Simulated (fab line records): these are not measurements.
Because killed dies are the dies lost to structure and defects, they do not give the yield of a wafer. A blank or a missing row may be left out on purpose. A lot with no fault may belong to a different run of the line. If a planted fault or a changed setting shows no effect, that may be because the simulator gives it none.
fab line records | flow sky130
record: lots: 7 wafers: 21 lastDay: 50
route steps=708 shown SD_N@350 SD_P@359 RES_XHIGH@360 SALICIDE@361 LI_CONTACT@362 PAD_OPEN@708
lots that met no fault: from a run of the same line without faults
startH: hours from the record's opening day to when the first of the lot's shown wafers began | waitH: hours from the lot's prior step to this one | " identical to the entry in the row above | L1.1+2: one row covering several wafers at once | - value missing, or start not given | * or withheld: withheld | < > ~ a bound
route shown NAME@n: NAME is a module with steps in the file, n the number in the route of the first one | usual: mean/standard deviation taken from wafers without a fault | same: alike in all rows | chamber/n: place in a boat | sites: the reading at each site | _std_site: their standard deviation | _edge_site: inner sites' mean taken away from outer sites' mean | radiusMm: how far each site lies from the wafer's centre | mask NAME#n: copy n | behind: the most recent tool/chamber to have shaped the wafer | hold: what put the lot on hold/how long, in hours/how the hold closed | device: transistor that didn't switch, given as n, p or np | end of line: the tests these same wafers got at the end of their route | where a step has no rows: the recipe by itself | killed: count of dies lost to structure and defects at first sort (not the wafer's yield) | map: per-die view of a wafer (x killed, . not killed, _ where there is no die)
set.NAME: the setting as run; set.NAME@STEP: as run at that earlier step | model.NAME: the simulator's own value behind a step, which no gauge read
certain route steps with their lots: each step a table, each wafer a row
services: from which hour (startH, from the record's first day; less than 0 if before it) a tool's chamber was out of use, for how many hours, and why
== steps ==
step: SKY_SD_N_OVL_MEAS_08
usual: SD_N_OVL: 1.1/1.4
columns lot.wafer tool chamber startH waitH SD_N_OVL[nm]
L517.2 overlay-02 - 661.83 0.1 0.4
L517.5 " - " " 2.3
L517.6 " - " " 3.2
L524.1 overlay-01 - 740.98 0.1 -0.4
L524.4 " - " " 1.2
L524.5 " - " " 0.5
L523.2 overlay-02 - 742.23 0.1 1.8
L523.4 " - " " 2.2
L523.6 " - " " 1.7
L529.1 overlay-01 - 767.57 0.1 4.0
L529.2 " - " " 3.9
L529.3 " - " " 3.6
L530.2 overlay-02 - 774.58 0.1 0.2
L530.4 " - " " 0.0
L530.6 " - " " 1.2
L532.1 overlay-02 - 797.82 0.1 0.0
L532.4 " - " " 0.1
L532.5 " - " " 1.4
L536.2 overlay-02 - 816.48 0.1 0.4
L536.4 " - " " 1.3
L536.6 " - " " 0.7
step: SKY_SD_N_IMPLANT_09
recipe: species: As energyKev: 50 doseCm2: 4e+15 tiltDeg: 0
step: SKY_SD_N_IMPLANT_10
recipe: species: P energyKev: 20 doseCm2: 1e+14 tiltDeg: 0
step: SKY_SD_N_STRIP_11
recipe: chemistry: O2/N2 powerW: 1400 pressureMtorr: 1500 platenTempC: withheld o2FlowSccm: 3000 n2FlowSccm: 300 overashFraction: 0.5
usual: drypumpMotorCurrentA: 5.6/0.31 oesProductAu: 0.527/0.0045 stripTimeToEndpointS: 22.54/0.04
same: overashFraction: 0.5
columns lot.wafer tool chamber startH waitH drypumpMotorCurrentA oesProductAu rfHoursCounterH stripTimeToEndpointS
L517.2 plasmaAsher-02 0 662.16 0.1 5.5 0.527 23 22.59
L517.5 " 1 " " 5.7 0.529 - 22.56
L517.6 " 0 " " 5.4 0.534 - 22.58
L524.1 plasmaAsher-03 1 741.31 0.1 5.5 0.527 91 22.56
L524.4 " 0 " " 6.0 0.523 - 22.61
L524.5 " 1 " " 5.5 0.529 - 22.64
L523.2 plasmaAsher-03 0 742.56 0.1 6.1 0.530 91 22.55
L523.4 " 1 " " 5.5 0.525 - 22.52
L523.6 " 1 " " 5.5 0.525 - 22.49
L529.1 plasmaAsher-03 0 767.91 0.1 6.1 0.535 93 22.53
L529.2 " 1 " " 5.5 0.528 93 22.56
L529.3 " 0 " " 6.0 0.527 - 22.53
L530.2 plasmaAsher-02 0 774.91 0.1 5.5 0.529 34 22.59
L530.4 " 0 " " 5.4 0.530 - 22.58
L530.6 " 0 " " 5.4 0.526 - 22.56
L532.1 plasmaAsher-03 0 798.16 0.1 6.1 0.522 96 22.53
L532.4 " 0 " " 6.0 0.519 - 22.54
L532.5 " 0 " " 6.1 0.525 - 22.50
L536.2 plasmaAsher-03 1 816.81 0.1 5.5 0.532 98 22.60
L536.4 " 0 " " 6.0 0.528 - 22.57
L536.6 " 1 " " 5.6 0.536 - 22.53
step: SKY_SD_N_TW_MEAS_12
usual: SD_N_TW: 4015/47
columns lot.wafer tool chamber startH waitH SD_N_TW
L517.2 filmMetro-01 - 662.27 0.1 3946
L517.5 " - " " 3954
L517.6 " - " " 3982
L524.1 filmMetro-03 - 741.41 0.1 4057
L524.4 " - " " 4073
L524.5 " - " " 4058
L523.2 filmMetro-01 - 742.67 0.1 3955
L523.4 " - " " 3959
L523.6 " - " " 3968
L529.1 filmMetro-03 - 768.01 0.1 4057
L529.2 " - " " 4040
L529.3 " - " " 4066
L530.2 filmMetro-03 - 775.02 0.1 4022
L530.4 " - " " 4050
L530.6 " - " " 4022
L532.1 filmMetro-03 - 798.26 0.1 4051
L532.4 " - " " 4061
L532.5 " - " " 4073
L536.2 filmMetro-01 - 816.92 0.1 3918
L536.4 " - " " 3907
L536.6 " - " " 3962
step: SKY_SD_N_CLEAN_13
recipe: chemistry: SC1/SC2 mix: 1:4:20 tempC: 70 timeS: 150 dry: n2Spin
step: SKY_SD_N_RTA_14
recipe: tempC: 1075 timeS: 2 idleTempC: 650 rampUpCPerS: 150 rampDownCPerS: 90 ambient: N2
usual: chamberO2Ppm: 2.001/0.019 lampPowerPct: 15.74/0.055 wafer_temp_C_max: 1078.2/1.5
columns lot.wafer tool chamber startH waitH chamberO2Ppm lampPowerPct wafer_temp_C_max
L517.2 rtpAnneal-02 0 662.38 0.0 1.979 15.70 1079.8
L517.5 " 0 " " 1.975 15.87 1078.1
L517.6 " 0 " " 2.003 15.74 1080.2
L524.1 rtpAnneal-01 0 741.53 0.0 2.014 15.67 1078.1
L524.4 " 0 " " 1.988 15.74 1077.5
L524.5 " 0 " " 1.967 15.72 1075.1
L523.2 rtpAnneal-02 0 742.78 0.0 2.001 15.69 1077.0
L523.4 " 0 " " 1.989 15.62 1077.2
L523.6 " 0 " " 2.001 15.79 1079.8
L529.1 rtpAnneal-02 0 768.12 0.0 1.988 15.69 1080.1
L529.2 " 0 " " 2.009 15.77 1078.8
L529.3 " 0 " " 2.002 15.77 1079.6
L530.2 rtpAnneal-01 0 775.13 0.0 2.001 15.73 1077.4
L530.4 " 0 " " 2.003 15.70 1077.5
L530.6 " 0 " " 2.006 15.79 1079.8
L532.1 rtpAnneal-01 0 798.37 0.0 2.017 15.69 1076.3
L532.4 " 0 " " 1.986 15.71 1078.0
L532.5 " 0 " " 1.996 15.70 1077.6
L536.2 rtpAnneal-01 0 817.03 0.0 2.008 15.78 1078.1
L536.4 " 0 " " 1.979 15.65 1078.0
L536.6 " 0 " " 1.997 15.70 1076.1
step: SKY_SD_N_RS_MEAS_16
recipe: thkMeasGauge: four-point-probe
usual: SD_N_RS: 68.52/0.12
columns lot.wafer tool chamber startH waitH SD_N_RS[ohm/sq]
L517.2 filmMetro-03 - 662.56 0.1 68.32
L517.5 " - " " 68.40
L517.6 " - " " 68.37
L524.1 filmMetro-02 - 741.70 0.1 68.43
L524.4 " - " " 68.57
L524.5 " - " " 68.54
L523.2 filmMetro-02 - 742.97 0.1 68.63
L523.4 " - " " 68.78
L523.6 " - " " 68.77
L529.1 filmMetro-02 - 768.30 0.1 68.51
L529.2 " - " " 68.36
L529.3 " - " " 68.36
L530.2 filmMetro-03 - 775.32 0.1 68.39
L530.4 " - " " 68.43
L530.6 " - " " 68.57
L532.1 filmMetro-02 - 798.54 0.1 68.58
L532.4 " - " " 68.59
L532.5 " - " " 68.50
L536.2 filmMetro-02 - 817.21 0.1 68.61
L536.4 " - " " 68.70
L536.6 " - " " 68.72
step: SKY_SD_N_RS_MEAS_17
recipe: thkMeasGauge: four-point-probe
usual: SD_P_RS: 147.0/0.34
columns lot.wafer tool chamber startH waitH SD_P_RS[ohm/sq]
L517.2 filmMetro-03 - 662.68 0.1 146.4
L517.5 " - " " 146.4
L517.6 " - " " 146.7
L524.1 filmMetro-02 - 741.82 0.1 146.8
L524.4 " - " " 146.8
L524.5 " - " " 147.4
L523.2 filmMetro-02 - 743.09 0.1 147.3
L523.4 " - " " 147.5
L523.6 " - " " 147.2
L529.1 filmMetro-02 - 768.42 0.1 146.4
L529.2 " - " " 146.4
L529.3 " - " " 146.6
L530.2 filmMetro-03 - 775.44 0.1 146.3
L530.4 " - " " 146.6
L530.6 " - " " 146.5
L532.1 filmMetro-02 - 798.66 0.1 147.1
L532.4 " - " " 147.3
L532.5 " - " " 147.2
L536.2 filmMetro-02 - 817.33 0.1 147.2
L536.4 " - " " 147.0
L536.6 " - " " 147.0
step: SKY_SD_N_RS_MEAS_18
recipe: thkMeasGauge: four-point-probe
usual: RES_XHIGH_RS: 333.2/1.3
columns lot.wafer tool chamber startH waitH RES_XHIGH_RS[ohm/sq]
L517.2 filmMetro-03 - 662.80 0.1 333.9
L517.5 " - " " 333.3
L517.6 " - " " 333.4
L524.1 filmMetro-02 - 741.94 0.1 335.4
L524.4 " - " " 335.2
L524.5 " - " " 335.8
L523.2 filmMetro-02 - 743.21 0.1 333.0
L523.4 " - " " 333.7
L523.6 " - " " 332.9
L529.1 filmMetro-02 - 768.54 0.1 332.1
L529.2 " - " " 332.0
L529.3 " - " " 332.6
L530.2 filmMetro-03 - 775.56 0.1 333.1
L530.4 " - " " 334.0
L530.6 " - " " 333.5
L532.1 filmMetro-02 - 798.78 0.1 335.0
L532.4 " - " " 334.2
L532.5 " - " " 334.3
L536.2 filmMetro-02 - 817.45 0.1 332.7
L536.4 " - " " 333.0
L536.6 " - " " 332.8
step: SKY_SALICIDE_CLEAN_00
recipe: chemistry: HF-last timeS: 30 dilution: 100:1 dry: ipaMarangoni
step: SKY_LI_CONTACT_HDPCVD_00
recipe: material: PSG targetThkNm: 930 sigmaOpenFrac: 0.3 timeS: 155 tempC: 600 sih4FlowSccm: 60 pressureMtorr: 6
columns lot.wafer tool chamber startH waitH model.PSG_of_LI_CONTACT_HDPCVD_00.thkNm
L517.2 hdpcvd-01 1 662.92 0.0 925.9
L517.5 " 1 " " 936.6
L517.6 " 2 " " 929.6
L524.1 hdpcvd-02 2 742.08 0.0 932.5
L524.4 " 2 " " 922.1
L524.5 " 1 " " 933.4
L523.2 hdpcvd-02 0 743.33 0.0 938.9
L523.4 " 1 " " 936.8
L523.6 " 0 " " 928.5
L529.1 hdpcvd-01 1 768.67 0.0 1299
L529.2 " 0 " " 1295
L529.3 " 2 " " 1293
L530.2 hdpcvd-01 2 775.68 0.0 1306
L530.4 " 1 " " 1311
L530.6 " 2 " " 1303
L532.1 hdpcvd-01 1 798.92 0.0 1291
L532.4 " 0 " " 1309
L532.5 " 2 " " 1287
L536.2 hdpcvd-02 0 817.57 0.0 937.3
L536.4 " 2 " " 928.7
L536.6 " 0 " " 932.6
step: SKY_LI_CONTACT_THK_MEAS_01
recipe: reads: PSG_of_LI_CONTACT_HDPCVD_00
usual: LI_CONTACT_HDPCVD_THK: 932/8.5
columns lot.wafer tool chamber startH waitH LI_CONTACT_HDPCVD_THK[nm]
L517.2 filmMetro-01 - 663.03 0.1 927
L517.5 " - " " 937
L517.6 " - " " 930
L524.1 filmMetro-03 - 742.18 0.1 932
L524.4 " - " " 921
L524.5 " - " " 934
L523.2 filmMetro-01 - 743.44 0.1 939
L523.4 " - " " 936
L523.6 " - " " 929
L529.1 filmMetro-02 - 768.78 0.1 1298
L529.2 " - " " 1295
L529.3 " - " " 1294
L530.2 filmMetro-02 - 775.79 0.1 1306
L530.4 " - " " 1311
L530.6 " - " " 1305
L532.1 filmMetro-01 - 799.02 0.1 1291
L532.4 " - " " 1310
L532.5 " - " " 1288
L536.2 filmMetro-02 - 817.68 0.1 937
L536.4 " - " " 929
L536.6 " - " " 932
step: SKY_LI_CONTACT_CMP_02
recipe: material: PSG downForcePsi: 4 platenRpm: 60 padVelocityMS: 0.94248
usual: motorCurrentA: 12.3/1.7 timeToEndpointS: 31.7/2.4
columns lot.wafer tool chamber startH waitH motorCurrentA timeToEndpointS
L517.2 cmp-02 3 663.08 0.0 10.8 31.2
L517.5 " 3 " " 11.0 34.0
L517.6 " 0 " " 15.1 33.3
L524.4 cmp-01 2 742.24 0.0 12.2 31.8
L524.1 " 0 " " 12.5 30.4
L524.5 " 3 " " 12.1 33.3
L523.4 cmp-01 3 743.49 0.0 12.4 31.7
L523.2 " 2 " " 11.8 31.1
L523.6 " 3 " " 11.7 30.8
L529.1 cmp-02 2 768.84 0.1 11.1 68.8
L529.2 " 3 " " 11.2 66.1
L529.3 " 0 " " 15.7 64.6
L530.4 cmp-01 2 775.91 0.1 12.8 63.3
L530.2 " 0 " " 11.8 60.7
L530.6 " 2 " " 12.0 63.0
L532.4 cmp-02 3 799.08 0.0 10.5 69.9
L532.1 " 0 " " 14.9 66.0
L532.5 " 3 " " 11.5 64.7
L536.2 cmp-01 2 817.78 0.1 12.1 30.9
L536.4 " 0 " " 11.6 28.5
L536.6 " 2 " " 12.6 28.1
step: SKY_LI_CONTACT_BOW_MEAS_03
recipe: mode: bow
usual: LI_CONTACT_BOW: 55/7.2
columns lot.wafer tool chamber startH waitH LI_CONTACT_BOW[um]
L517.2 filmMetro-01 - 663.40 0.3 54
L517.5 " - " " 57
L517.6 " - " " 54
L524.1 filmMetro-03 - 742.54 0.1 54
L524.4 " - " " 58
L524.5 " - " " 54
L523.2 filmMetro-03 - 743.81 0.1 45
L523.4 " - " " 69
L523.6 " - " " 60
L529.1 filmMetro-01 - 769.14 0.2 51
L529.2 " - " " 48
L529.3 " - " " 42
L530.2 filmMetro-02 - 776.18 0.1 44
L530.4 " - " " 49
L530.6 " - " " 44
L532.1 filmMetro-01 - 799.38 0.2 58
L532.4 " - " " 49
L532.5 " - " " 57
L536.2 filmMetro-02 - 818.05 0.2 61
L536.4 " - " " 44
L536.6 " - " " 65
step: SKY_PAD_OPEN_PROBE_99
usual: killed_at_M0_to_M3: 42/6.6 killed_at_M4_up: 3.0/1.8 killedAtContacts: 25/5.1 killedAtFrontEnd: 15/4.4 killedAtOther: 0.3/0.56 killedDies: 86/8.6 killedOpen: 47/6.9 killedShort: 38/6
same: grossDies: 492 killedAtBackSide: 0
columns lot.wafer tool chamber startH waitH killed_at_M0_to_M3 killed_at_M4_up killedAtContacts killedAtFrontEnd killedAtOther killedDies killedOpen killedShort
L529.1 prober-02 - 1161.88 0.1 46 3 19 27 0 95 51 44
L529.2 prober-02 - 1161.93 0.1 32 1 16 23 0 72 40 32
L529.3 prober-02 - 1161.98 0.2 45 4 22 24 0 95 55 40
L532.1 prober-01 - 1180.65 0.1 41 3 19 14 0 77 36 40
L532.4 prober-01 - 1180.80 0.2 35 4 26 8 0 73 43 30
L532.5 prober-01 - 1180.85 0.2 49 3 26 13 0 91 66 24
L536.2 prober-01 - 1194.68 0.1 39 4 25 13 0 81 55 26
L536.4 prober-01 - 1194.78 0.2 44 3 29 12 3 91 55 36
L536.6 prober-01 - 1194.88 0.2 42 2 23 19 0 86 43 43
killed by level:class
L529.1 VIA1:geometricParticle:open=10 VIA2:geometricParticle:open=9 CONTACT:geometricParticle:open=8 FIELD_ISO:geometricParticle:short=7 VIA3:geometricParticle:open=7 POLY_GATE:geometricParticle:short=6 FIELD_ISO:geometricParticle:open=5 LI_CONTACT:geometricParticle:open=4
L529.2 FIELD_ISO:geometricParticle:open=7 VIA1:geometricParticle:open=7 POLY_GATE:geometricParticle:open=6 FIELD_ISO:geometricParticle:short=4 LI_CONTACT:geometricParticle:open=4 METAL3:geometricParticle:short=4 CONTACT:geometricParticle:open=4 VIA1:geometricParticle:short=4
L529.3 VIA1:geometricParticle:open=17 CONTACT:geometricParticle:open=11 POLY_GATE:geometricParticle:short=8 LI_CONTACT:geometricParticle:open=8 FIELD_ISO:geometricParticle:short=6 METAL2:geometricParticle:short=6 VIA3:geometricParticle:short=5 FIELD_ISO:geometricParticle:open=4
L532.1 METAL2:geometricParticle:short=9 CONTACT:geometricParticle:open=6 VIA2:geometricParticle:open=6 CONTACT:geometricParticle:short=4 METAL1:geometricParticle:short=4 VIA2:geometricParticle:short=4 VIA1:geometricParticle:open=4 VIA3:geometricParticle:open=4
L532.4 CONTACT:geometricParticle:open=13 LI_CONTACT:geometricParticle:open=8 METAL2:geometricParticle:short=8 VIA1:geometricParticle:open=7 METAL1:geometricParticle:short=5 VIA3:geometricParticle:open=4 CONTACT:geometricParticle:short=3 METAL4:geometricParticle:short=3
L532.5 CONTACT:geometricParticle:open=15 VIA1:geometricParticle:open=11 VIA3:geometricParticle:open=10 LI_CONTACT:geometricParticle:open=7 VIA2:geometricParticle:open=7 FIELD_ISO:geometricParticle:open=6 METAL1:geometricParticle:short=6 VIA3:geometricParticle:short=4
L536.2 CONTACT:geometricParticle:open=15 VIA1:geometricParticle:open=9 METAL2:geometricParticle:short=9 VIA2:geometricParticle:open=8 LI_CONTACT:geometricParticle:open=5 FIELD_ISO:geometricParticle:short=4 FIELD_ISO:geometricParticle:open=4 VIA3:geometricParticle:open=4
L536.4 CONTACT:geometricParticle:open=11 VIA1:geometricParticle:open=11 VIA2:geometricParticle:open=9 LI_CONTACT:geometricParticle:open=8 POLY_GATE:geometricParticle:open=7 VIA3:geometricParticle:open=6 METAL1:geometricParticle:short=5 LOCAL_INTERCONNECT:geometricParticle:short=4
L536.6 CONTACT:geometricParticle:open=14 VIA2:geometricParticle:open=8 METAL1:geometricParticle:short=6 VIA1:geometricParticle:open=6 VIA1:geometricParticle:short=6 FIELD_ISO:geometricParticle:short=5 CONTACT:geometricParticle:short=5 POLY_GATE:geometricParticle:short=4
== services ==
columns tool chamber startH hours kind
hdpcvd-02 - 650.75 15.0 pm
hdpcvd-02 0 650.75 15.0 ventCycle
hdpcvd-02 1 650.75 15.0 ventCycle
hdpcvd-02 2 650.75 15.0 ventCycle
hdpcvd-01 - 652.79 0.4 repair
hdpcvd-02 0 665.75 - clean
hdpcvd-02 1 665.75 - clean
hdpcvd-02 2 665.75 - clean
cmp-02 - 666.65 2.5 repair
cmp-02 - 681.30 4.5 repair
plasmaAsher-03 - 701.20 5.6 repair
hdpcvd-02 2 708.69 12.8 repair
cmp-01 - 710.58 2.5 repair
hdpcvd-01 2 713.72 8.8 repair
cmp-02 - 720.93 5.9 repair
plasmaAsher-03 - 728.41 1.7 repair
cmp-01 - 734.24 0.6 repair
cmp-02 - 744.00 4.0 pm
cmp-02 - 748.00 - consumableReplace:conditioner
hdpcvd-02 - 759.37 0.9 repair
cmp-02 - 769.29 1.8 repair
hdpcvd-01 - 772.36 0.7 repair
cmp-02 - 775.22 1.1 repair
cmp-01 - 776.88 5.4 pm
== key ==
firstSign: step: SKY_LI_CONTACT_THK_MEAS_01 reading: LI_CONTACT_HDPCVD_THK direction: up sigmas: 43 usual: 932 struck: 1300
effect: step: SKY_LI_CONTACT_CMP_02 reading: timeToEndpointS direction: up sigmas: 14 usual: * struck: *
modelEffect: step: SKY_LI_CONTACT_HDPCVD_00 value: PSG_of_LI_CONTACT_HDPCVD_00.thkNm without: 928.9 struck: 1299
metAt SKY_LI_CONTACT_HDPCVD_00
struckWafers L529.1,L529.2,L529.3,L530.2,L530.4,L530.6,L532.1,L532.4,L532.5
testerLeftOut L529,L530,L532
onsetBetween 662.92 768.67
fault: kind: processParameterDrift tool: hdpcvd-01 chamber: - onsetH: 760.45 steps: SKY_LI_CONTACT_HDPCVD_00 channel: targetThkNm offset: 370.4 shape: step endH: 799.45 actsIn: theseRecipesOnly stated: 930
testerLeftOut: of these lots the tester's yield and bins aren't shown, on N5 and GAA mostly nor the transistor test; their killed dies are dies lost to structure and defects alone, not to doping, threshold or leakage, so they don't give the yield
